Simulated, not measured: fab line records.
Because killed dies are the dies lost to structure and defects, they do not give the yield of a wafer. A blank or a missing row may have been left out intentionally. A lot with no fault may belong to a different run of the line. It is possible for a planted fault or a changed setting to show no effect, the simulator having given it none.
fab line records	flow sky130	part 1 of 2: steps 1 to 23 of 33
record lots=5	wafers=15	lastDay=50
route steps=708 shown LDD_N@237 LDD_P@255 LDD_HVN@267
lots untouched by any fault: they come from a run of this same line in which no faults occurred
startH: hours from the record's first day to the start of the lot's first wafer shown	waitH: hours since the lot's step before	" identical to the entry in the row above	L1.1+2: several wafers, shown together as one row	- value missing, or start not given	* or withheld: withheld	< > ~ a bound
route shown NAME@n: NAME is a module with steps in the file, n the number in the route of the first one	usual: mean and standard deviation over wafers with no fault	same: alike in all rows	chamber/n: place in a boat	sites: readings site by site	_std_site: standard deviation of those values	_edge_site: outer sites' mean less inner sites'	radiusMm: for every site, how far away it sits from the centre of the wafer	mask NAME#n: copy n	behind: the tool/chamber that last shaped the wafer	hold: what put the lot on hold/how long, in hours/how the hold closed	device: which transistor (n, p or np) failed to switch	end of line: the route-end tests of the same wafers	a step with no rows: only its recipe	killed: dies lost to structure and defects at the first sort, not the wafer's yield	map: dies across one wafer; x = killed, . = not, _ = none there
set.NAME: the setting as run; set.NAME@STEP: as run at that earlier step	model.NAME: the simulator's own value behind a step, which no gauge read
lots seen at some steps along the route; tables by step, rows by wafer
services: a tool's chamber out of use, with start hour (startH, from the record's first day; less than 0 if before it), hours out, and reason
## steps
# step SKY_LDD_N_DEHYDRATE_00
# recipe tempC=200	timeS=60
# usual exhaustPa=45.1/0.78
lot.wafer	tool	chamber	startH	waitH	exhaustPa
L075.2	lithoTrack-02	0	389.30	14.1	45.0
L075.3	"	0	"	"	45.0
L075.4	"	0	"	"	45.5
L077.1	lithoTrack-02	0	404.12	14.0	44.8
L077.2	"	0	"	"	44.2
L077.3	"	0	"	"	44.5
L084.2	lithoTrack-01	0	480.33	14.2	42.8
L084.3	"	0	"	"	43.8
L084.5	"	0	"	"	44.4
L090.3	lithoTrack-02	0	527.62	14.8	45.7
L090.4	"	0	"	"	44.0
L090.6	"	0	"	"	45.8
L096.1	lithoTrack-01	0	576.81	14.6	45.9
L096.3	"	0	"	"	44.5
L096.5	"	0	"	"	45.5
# step SKY_LDD_N_HMDS_01
# recipe primeTimeS=60	primeTempC=120
# usual exhaustPa=45.1/0.88	primeTempC=120.03/0.15
lot.wafer	tool	chamber	startH	waitH	exhaustPa	primeTempC
L075.2	lithoTrack-02	0	389.45	0.1	44.8	120.04
L075.3	"	0	"	"	45.3	120.04
L075.4	"	0	"	"	45.1	119.97
L077.1	lithoTrack-02	0	404.27	0.1	44.2	120.20
L077.2	"	0	"	"	45.8	120.34
L077.3	"	0	"	"	44.7	120.21
L084.2	lithoTrack-01	0	480.48	0.1	44.5	120.15
L084.3	"	0	"	"	43.9	120.03
L084.5	"	0	"	"	43.8	120.20
L090.3	lithoTrack-02	0	527.77	0.1	44.5	119.83
L090.4	"	0	"	"	45.1	119.75
L090.6	"	0	"	"	43.0	119.57
L096.1	lithoTrack-01	0	576.96	0.1	45.8	120.00
L096.3	"	0	"	"	45.4	119.75
L096.5	"	0	"	"	45.2	119.87
# step SKY_LDD_N_COAT_02
# recipe resist=NOVOLAK	spinRpm=3000	resistThkNm=300
# usual exhaustPa=44.9/0.91
lot.wafer	tool	chamber	startH	waitH	exhaustPa
L075.2	lithoTrack-02	0	389.60	0.1	45.3
L075.3	"	0	"	"	44.8
L075.4	"	0	"	"	45.2
L077.1	lithoTrack-02	0	404.42	0.1	44.2
L077.2	"	0	"	"	45.8
L077.3	"	0	"	"	45.7
L084.2	lithoTrack-01	0	480.63	0.1	45.6
L084.3	"	0	"	"	44.1
L084.5	"	0	"	"	45.3
L090.3	lithoTrack-02	0	527.92	0.1	44.3
L090.4	"	0	"	"	44.5
L090.6	"	0	"	"	46.1
L096.1	lithoTrack-01	0	577.11	0.1	45.6
L096.3	"	0	"	"	44.2
L096.5	"	0	"	"	44.6
# step SKY_LDD_N_SOFTBAKE_03
# recipe tempC=90	timeS=60	resist=NOVOLAK
# usual exhaustPa=45.0/0.78
lot.wafer	tool	chamber	startH	waitH	exhaustPa
L075.2	lithoTrack-02	0	389.75	0.1	45.1
L075.3	"	0	"	"	45.8
L075.4	"	0	"	"	44.5
L077.1	lithoTrack-02	0	404.57	0.1	45.3
L077.2	"	0	"	"	45.5
L077.3	"	0	"	"	45.6
L084.2	lithoTrack-01	0	480.78	0.1	44.6
L084.3	"	0	"	"	45.6
L084.5	"	0	"	"	43.2
L090.3	lithoTrack-02	0	528.07	0.1	46.8
L090.4	"	0	"	"	46.3
L090.6	"	0	"	"	45.4
L096.1	lithoTrack-01	0	577.26	0.1	43.9
L096.3	"	0	"	"	45.1
L096.5	"	0	"	"	43.4
# step SKY_LDD_N_EXPOSE_04
# recipe maskId=NTM	targetCdNm=840	na=0.6	sourceShape=conventional	sigmaOuter=0.6	doseMj=110
lot.wafer	tool	chamber	startH	waitH	mask
L075.2+3+4	ilineStepper-01	0	-	-	NTM#0
L077.1+2+3	ilineStepper-02	0	-	-	NTM#0
L084.2+3+5	ilineStepper-02	0	-	-	NTM#0
L090.3+4+6	ilineStepper-01	0	-	-	NTM#0
L096.1+3+5	ilineStepper-02	0	-	-	NTM#0
# step SKY_LDD_N_PEB_05
# recipe tempC=withheld	timeS=*	resist=NOVOLAK
# usual exhaustPa=45.0/0.88
lot.wafer	tool	chamber	startH	waitH	exhaustPa
L075.2	lithoTrack-03	0	-	-	45.0
L075.3	"	0	"	"	45.2
L075.4	"	0	"	"	45.1
L077.1	lithoTrack-03	0	-	-	46.1
L077.2	"	0	"	"	46.9
L077.3	"	0	"	"	45.2
L084.2	lithoTrack-02	0	-	-	45.5
L084.3	"	0	"	"	45.3
L084.5	"	0	"	"	45.2
L090.3	lithoTrack-01	0	-	-	44.9
L090.4	"	0	"	"	46.3
L090.6	"	0	"	"	45.3
L096.1	lithoTrack-02	0	-	-	45.2
L096.3	"	0	"	"	44.5
L096.5	"	0	"	"	44.6
# step SKY_LDD_N_DEVELOP_06
# recipe developTimeS=60	devTempC=23
# usual exhaustPa=45.1/0.87
lot.wafer	tool	chamber	startH	waitH	exhaustPa
L075.2	lithoTrack-03	0	404.21	0.1	44.0
L075.3	"	0	"	"	45.4
L075.4	"	0	"	"	43.5
L077.1	lithoTrack-03	0	418.43	0.1	44.4
L077.2	"	0	"	"	44.7
L077.3	"	0	"	"	44.8
L084.2	lithoTrack-02	0	495.65	0.1	46.3
L084.3	"	0	"	"	45.5
L084.5	"	0	"	"	44.9
L090.3	lithoTrack-01	0	543.16	0.1	44.9
L090.4	"	0	"	"	44.8
L090.6	"	0	"	"	44.3
L096.1	lithoTrack-02	0	591.12	0.1	42.6
L096.3	"	0	"	"	44.3
L096.5	"	0	"	"	42.8
# step SKY_LDD_N_OVL_MEAS_07
# usual LDD_N_OVL=-0.6/1.4
lot.wafer	tool	chamber	startH	waitH	LDD_N_OVL[nm]
L075.2	overlay-02	-	404.34	0.1	-2.4
L075.3	"	-	"	"	-0.3
L075.4	"	-	"	"	0.4
L077.1	overlay-02	-	418.58	0.1	-3.2
L077.2	"	-	"	"	-0.8
L077.3	"	-	"	"	-2.5
L084.2	overlay-01	-	495.78	0.1	-0.1
L084.3	"	-	"	"	-0.6
L084.5	"	-	"	"	0.1
L090.3	overlay-02	-	543.27	0.1	-0.4
L090.4	"	-	"	"	0.3
L090.6	"	-	"	"	-1.1
L096.1	overlay-02	-	591.27	0.1	-0.1
L096.3	"	-	"	"	0.3
L096.5	"	-	"	"	-1.6
# step SKY_LDD_N_IMPLANT_08
# recipe species=As	energyKev=20	doseCm2=7.5e+13	tiltDeg=withheld	rotationDeg=23
# usual doseIonsCm2=7.5e+13/7.5e+10	faradayCurrentUA=422/8.7
lot.wafer	tool	chamber	startH	waitH	doseIonsCm2	faradayCurrentUA
L075.2	implanter-03	0	404.39	0.0	7.494e+13	429
L075.3	"	0	"	"	7.505e+13	421
L075.4	"	0	"	"	7.502e+13	410
L077.1	implanter-03	0	418.62	0.0	7.5e+13	418
L077.2	"	0	"	"	7.499e+13	423
L077.3	"	0	"	"	7.494e+13	413
L084.2	implanter-01	0	495.83	0.0	7.491e+13	432
L084.3	"	0	"	"	7.495e+13	412
L084.5	"	0	"	"	7.506e+13	430
L090.3	implanter-01	0	543.34	0.1	7.491e+13	428
L090.4	"	0	"	"	7.496e+13	439
L090.6	"	0	"	"	7.499e+13	410
L096.1	implanter-04	0	591.31	0.0	7.491e+13	423
L096.3	"	0	"	"	7.501e+13	433
L096.5	"	0	"	"	7.503e+13	413
# step SKY_LDD_N_IMPLANT_09
# recipe species=As	energyKev=20	doseCm2=7.5e+13	tiltDeg=withheld	rotationDeg=113
# usual doseIonsCm2=7.501e+13/8.5e+10	faradayCurrentUA=422/7.1
lot.wafer	tool	chamber	startH	waitH	doseIonsCm2	faradayCurrentUA
L075.2	implanter-03	0	404.54	0.1	7.505e+13	410
L075.3	"	0	"	"	7.514e+13	412
L075.4	"	0	"	"	7.508e+13	412
L077.1	implanter-03	0	418.77	0.1	7.518e+13	417
L077.2	"	0	"	"	7.508e+13	435
L077.3	"	0	"	"	7.51e+13	426
L084.2	implanter-01	0	495.98	0.1	7.491e+13	419
L084.3	"	0	"	"	7.511e+13	428
L084.5	"	0	"	"	7.496e+13	434
L090.3	implanter-01	0	543.49	0.1	7.491e+13	427
L090.4	"	0	"	"	7.502e+13	419
L090.6	"	0	"	"	7.497e+13	421
L096.1	implanter-04	0	591.46	0.1	7.495e+13	411
L096.3	"	0	"	"	7.513e+13	424
L096.5	"	0	"	"	7.492e+13	417
# step SKY_LDD_N_IMPLANT_10
# recipe species=As	energyKev=20	doseCm2=7.5e+13	tiltDeg=withheld	rotationDeg=203
# usual doseIonsCm2=7.499e+13/7.7e+10	faradayCurrentUA=423/9.5
lot.wafer	tool	chamber	startH	waitH	doseIonsCm2	faradayCurrentUA
L075.2	implanter-03	0	404.69	0.1	7.497e+13	396
L075.3	"	0	"	"	7.496e+13	411
L075.4	"	0	"	"	7.489e+13	423
L077.1	implanter-03	0	418.92	0.1	7.507e+13	430
L077.2	"	0	"	"	7.507e+13	427
L077.3	"	0	"	"	7.5e+13	422
L084.2	implanter-01	0	496.13	0.1	7.504e+13	432
L084.3	"	0	"	"	7.49e+13	416
L084.5	"	0	"	"	7.504e+13	421
L090.3	implanter-01	0	543.64	0.1	7.499e+13	416
L090.4	"	0	"	"	7.5e+13	432
L090.6	"	0	"	"	7.497e+13	402
L096.1	implanter-04	0	591.61	0.1	7.492e+13	430
L096.3	"	0	"	"	7.484e+13	411
L096.5	"	0	"	"	7.492e+13	437
# step SKY_LDD_N_IMPLANT_11
# recipe species=As	energyKev=20	doseCm2=7.5e+13	tiltDeg=withheld	rotationDeg=293
# usual doseIonsCm2=7.5e+13/7.5e+10	faradayCurrentUA=422/8.2
lot.wafer	tool	chamber	startH	waitH	doseIonsCm2	faradayCurrentUA
L075.2	implanter-03	0	404.84	0.1	7.501e+13	428
L075.3	"	0	"	"	7.507e+13	439
L075.4	"	0	"	"	7.505e+13	420
L077.1	implanter-03	0	419.07	0.1	7.503e+13	420
L077.2	"	0	"	"	7.508e+13	422
L077.3	"	0	"	"	7.504e+13	416
L084.2	implanter-01	0	496.28	0.1	7.507e+13	437
L084.3	"	0	"	"	7.508e+13	422
L084.5	"	0	"	"	7.507e+13	430
L090.3	implanter-01	0	543.79	0.1	7.495e+13	416
L090.4	"	0	"	"	7.505e+13	424
L090.6	"	0	"	"	7.509e+13	418
L096.1	implanter-04	0	591.76	0.1	7.505e+13	421
L096.3	"	0	"	"	7.498e+13	416
L096.5	"	0	"	"	7.495e+13	418
# step SKY_LDD_N_IMPLANT_12
# recipe species=BF2	energyKev=50	doseCm2=5e+12	tiltDeg=30	rotationDeg=0
# usual doseIonsCm2=5.001e+12/6.2e+09	faradayCurrentUA=28.1/0.59
lot.wafer	tool	chamber	startH	waitH	doseIonsCm2	faradayCurrentUA
L075.2	implanter-03	0	404.99	0.1	5.006e+12	27.3
L075.3	"	0	"	"	4.995e+12	27.4
L075.4	"	0	"	"	5.006e+12	29.0
L077.1	implanter-03	0	419.22	0.1	5.011e+12	27.3
L077.2	"	0	"	"	5.008e+12	27.4
L077.3	"	0	"	"	5.002e+12	28.8
L084.2	implanter-01	0	496.43	0.1	5e+12	28.3
L084.3	"	0	"	"	5.002e+12	27.4
L084.5	"	0	"	"	5.006e+12	27.6
L090.3	implanter-01	0	543.94	0.1	4.994e+12	27.5
L090.4	"	0	"	"	4.994e+12	27.8
L090.6	"	0	"	"	4.996e+12	27.3
L096.1	implanter-04	0	591.91	0.1	5.006e+12	27.8
L096.3	"	0	"	"	5e+12	28.7
L096.5	"	0	"	"	5.009e+12	28.5
# step SKY_LDD_N_IMPLANT_13
# recipe species=BF2	energyKev=50	doseCm2=5e+12	tiltDeg=30	rotationDeg=90
# usual doseIonsCm2=4.999e+12/5.4e+09	faradayCurrentUA=28.2/0.58
lot.wafer	tool	chamber	startH	waitH	doseIonsCm2	faradayCurrentUA
L075.2	implanter-03	0	405.14	0.1	5.004e+12	27.6
L075.3	"	0	"	"	5e+12	29.2
L075.4	"	0	"	"	5.001e+12	28.7
L077.1	implanter-03	0	419.37	0.1	4.988e+12	27.4
L077.2	"	0	"	"	4.992e+12	28.0
L077.3	"	0	"	"	5e+12	28.0
L084.2	implanter-01	0	496.58	0.1	5.005e+12	28.1
L084.3	"	0	"	"	5.003e+12	28.0
L084.5	"	0	"	"	5e+12	28.8
L090.3	implanter-01	0	544.09	0.1	4.995e+12	28.3
L090.4	"	0	"	"	5.001e+12	29.2
L090.6	"	0	"	"	5.008e+12	28.4
L096.1	implanter-04	0	592.06	0.1	4.992e+12	28.8
L096.3	"	0	"	"	4.987e+12	28.4
L096.5	"	0	"	"	4.993e+12	28.5
# step SKY_LDD_N_IMPLANT_14
# recipe species=BF2	energyKev=50	doseCm2=5e+12	tiltDeg=30	rotationDeg=180
# usual doseIonsCm2=5.001e+12/5.5e+09	faradayCurrentUA=28.2/0.56
lot.wafer	tool	chamber	startH	waitH	doseIonsCm2	faradayCurrentUA
L075.2	implanter-03	0	405.29	0.1	5.002e+12	28.0
L075.3	"	0	"	"	4.999e+12	29.2
L075.4	"	0	"	"	4.997e+12	28.8
L077.1	implanter-03	0	419.52	0.1	5.003e+12	28.6
L077.2	"	0	"	"	5.003e+12	28.8
L077.3	"	0	"	"	4.993e+12	27.6
L084.2	implanter-01	0	496.73	0.1	4.993e+12	27.6
L084.3	"	0	"	"	5.004e+12	27.8
L084.5	"	0	"	"	4.993e+12	27.8
L090.3	implanter-01	0	544.24	0.1	4.999e+12	28.1
L090.4	"	0	"	"	5.003e+12	28.3
L090.6	"	0	"	"	4.985e+12	28.1
L096.1	implanter-04	0	592.21	0.1	5.005e+12	29.8
L096.3	"	0	"	"	5.002e+12	28.5
L096.5	"	0	"	"	4.998e+12	29.1
# step SKY_LDD_N_IMPLANT_15
# recipe species=BF2	energyKev=50	doseCm2=5e+12	tiltDeg=30	rotationDeg=270
# usual doseIonsCm2=5e+12/6.2e+09	faradayCurrentUA=28.1/0.57
lot.wafer	tool	chamber	startH	waitH	doseIonsCm2	faradayCurrentUA
L075.2	implanter-03	0	405.44	0.1	5.003e+12	27.6
L075.3	"	0	"	"	4.998e+12	27.6
L075.4	"	0	"	"	5.012e+12	27.6
L077.1	implanter-03	0	419.67	0.1	5.018e+12	27.5
L077.2	"	0	"	"	5.004e+12	28.5
L077.3	"	0	"	"	4.997e+12	27.5
L084.2	implanter-01	0	496.88	0.1	5.007e+12	28.7
L084.3	"	0	"	"	5.005e+12	26.8
L084.5	"	0	"	"	5.003e+12	27.8
L090.3	implanter-01	0	544.39	0.1	4.996e+12	28.9
L090.4	"	0	"	"	4.999e+12	28.1
L090.6	"	0	"	"	4.989e+12	27.6
L096.1	implanter-04	0	592.36	0.1	4.999e+12	27.7
L096.3	"	0	"	"	5.005e+12	27.4
L096.5	"	0	"	"	4.991e+12	28.1
# step SKY_LDD_N_STRIP_16
# recipe chemistry=O2/N2	powerW=1400	pressureMtorr=1500	platenTempC=withheld	o2FlowSccm=3000	n2FlowSccm=300	overashFraction=0.5
# usual chamberPressureMTorr=1500.1/1.4	drypumpMotorCurrentA=5.52/0.26	oesProductAu=0.407/0.0053	stripTimeToEndpointS=4.320/0.014
lot.wafer	tool	chamber	startH	waitH	chamberPressureMTorr	drypumpMotorCurrentA	oesProductAu	rfHoursCounterH	stripTimeToEndpointS
L075.2	plasmaAsher-03	1	405.57	0.1	1498.6	5.45	0.404	71	4.317
L075.3	"	1	"	"	1500.1	5.47	0.410	-	4.312
L075.4	"	0	"	"	1500.3	5.71	0.407	-	4.292
L077.1	plasmaAsher-03	0	419.82	0.1	1502.6	5.76	0.416	73	4.356
L077.2	"	1	"	"	1499.8	5.43	0.397	73	4.334
L077.3	"	0	"	"	1498.6	5.76	0.411	-	4.320
L084.2	plasmaAsher-02	0	497.01	0.1	1502.5	5.90	0.404	7	4.323
L084.3	"	0	"	"	1498.8	5.91	0.402	-	4.337
L084.5	"	0	"	"	1501.7	5.90	0.409	-	4.313
L090.3	plasmaAsher-02	1	544.53	0.1	1501.4	5.09	0.405	-	4.320
L090.4	"	0	"	"	1501.9	5.87	0.402	-	4.312
L090.6	"	1	"	"	1499.8	5.09	0.407	-	4.327
L096.1	plasmaAsher-02	1	592.51	0.1	1498.6	5.07	0.421	16	4.346
L096.3	"	1	"	"	1497.8	5.09	0.405	-	4.314
L096.5	"	1	"	"	1500.3	5.07	0.399	-	4.322
# step SKY_LDD_N_TW_MEAS_17
# usual LDD_N_TW=2582/29
lot.wafer	tool	chamber	startH	waitH	LDD_N_TW
L075.2	filmMetro-01	-	405.68	0.1	2608
L075.3	"	-	"	"	2611
L075.4	"	-	"	"	2599
L077.1	filmMetro-03	-	419.92	0.1	2558
L077.2	"	-	"	"	2554
L077.3	"	-	"	"	2553
L084.2	filmMetro-03	-	497.12	0.1	2550
L084.3	"	-	"	"	2549
L084.5	"	-	"	"	2554
L090.3	filmMetro-01	-	544.61	0.1	2604
L090.4	"	-	"	"	2600
L090.6	"	-	"	"	2595
L096.1	filmMetro-03	-	592.61	0.1	2543
L096.3	"	-	"	"	2558
L096.5	"	-	"	"	2541
# step SKY_LDD_P_DEHYDRATE_00
# recipe tempC=200	timeS=60
# usual exhaustPa=44.9/0.96
lot.wafer	tool	chamber	startH	waitH	exhaustPa
L075.2	lithoTrack-01	0	419.08	13.4	44.4
L075.3	"	0	"	"	46.3
L075.4	"	0	"	"	45.7
L077.1	lithoTrack-03	0	434.53	14.6	44.1
L077.2	"	0	"	"	43.1
L077.3	"	0	"	"	45.0
L084.2	lithoTrack-03	0	510.95	13.8	45.0
L084.3	"	0	"	"	45.2
L084.5	"	0	"	"	44.6
L090.3	lithoTrack-01	0	559.41	14.8	44.2
L090.4	"	0	"	"	45.1
L090.6	"	0	"	"	44.9
L096.1	lithoTrack-01	0	606.81	14.2	44.8
L096.3	"	0	"	"	44.6
L096.5	"	0	"	"	44.7
# step SKY_LDD_P_HMDS_01
# recipe primeTimeS=60	primeTempC=120
# usual exhaustPa=45.1/0.98	primeTempC=120.00/0.14
lot.wafer	tool	chamber	startH	waitH	exhaustPa	primeTempC
L075.2	lithoTrack-01	0	419.23	0.1	44.3	120.08
L075.3	"	0	"	"	42.7	119.96
L075.4	"	0	"	"	43.4	120.18
L077.1	lithoTrack-03	0	434.68	0.1	45.3	120.08
L077.2	"	0	"	"	45.6	119.81
L077.3	"	0	"	"	45.6	119.87
L084.2	lithoTrack-03	0	511.10	0.1	44.5	119.71
L084.3	"	0	"	"	44.5	120.08
L084.5	"	0	"	"	44.7	119.98
L090.3	lithoTrack-01	0	559.56	0.1	45.4	119.96
L090.4	"	0	"	"	44.4	120.17
L090.6	"	0	"	"	44.9	120.04
L096.1	lithoTrack-01	0	606.96	0.1	45.7	120.16
L096.3	"	0	"	"	44.5	120.23
L096.5	"	0	"	"	44.1	120.33
# step SKY_LDD_P_COAT_02
# recipe resist=NOVOLAK	spinRpm=3000	resistThkNm=1140
# usual exhaustPa=45.1/0.92
lot.wafer	tool	chamber	startH	waitH	exhaustPa
L075.2	lithoTrack-01	0	419.38	0.1	42.4
L075.3	"	0	"	"	43.1
L075.4	"	0	"	"	43.1
L077.1	lithoTrack-03	0	434.83	0.1	45.4
L077.2	"	0	"	"	45.9
L077.3	"	0	"	"	46.3
L084.2	lithoTrack-03	0	511.25	0.1	45.4
L084.3	"	0	"	"	45.5
L084.5	"	0	"	"	46.1
L090.3	lithoTrack-01	0	559.71	0.1	44.9
L090.4	"	0	"	"	44.8
L090.6	"	0	"	"	45.7
L096.1	lithoTrack-01	0	607.11	0.1	44.7
L096.3	"	0	"	"	45.2
L096.5	"	0	"	"	45.2
# step SKY_LDD_P_SOFTBAKE_03
# recipe tempC=90	timeS=60	resist=NOVOLAK
# usual exhaustPa=45.0/0.92
lot.wafer	tool	chamber	startH	waitH	exhaustPa
L075.2	lithoTrack-01	0	419.53	0.1	43.6
L075.3	"	0	"	"	42.4
L075.4	"	0	"	"	44.5
L077.1	lithoTrack-03	0	434.98	0.1	44.8
L077.2	"	0	"	"	45.1
L077.3	"	0	"	"	45.5
L084.2	lithoTrack-03	0	511.40	0.1	45.5
L084.3	"	0	"	"	44.9
L084.5	"	0	"	"	44.2
L090.3	lithoTrack-01	0	559.86	0.1	45.0
L090.4	"	0	"	"	45.0
L090.6	"	0	"	"	45.2
L096.1	lithoTrack-01	0	607.26	0.1	45.5
L096.3	"	0	"	"	44.4
L096.5	"	0	"	"	46.0
# step SKY_LDD_P_EXPOSE_04
# recipe maskId=PSDM	na=0.6	sourceShape=conventional	sigmaOuter=0.6	polarization=unpolarized	targetCdNm=380	doseMj=138
lot.wafer	tool	chamber	startH	waitH	mask
L075.2+3+4	ilineStepper-02	0	-	-	PSDM#0
L077.1+2+3	ilineStepper-01	0	-	-	PSDM#0
L084.2+3+5	ilineStepper-01	0	-	-	PSDM#0
L090.3+4+6	ilineStepper-01	0	-	-	PSDM#0
L096.1+3+5	ilineStepper-01	0	-	-	PSDM#0
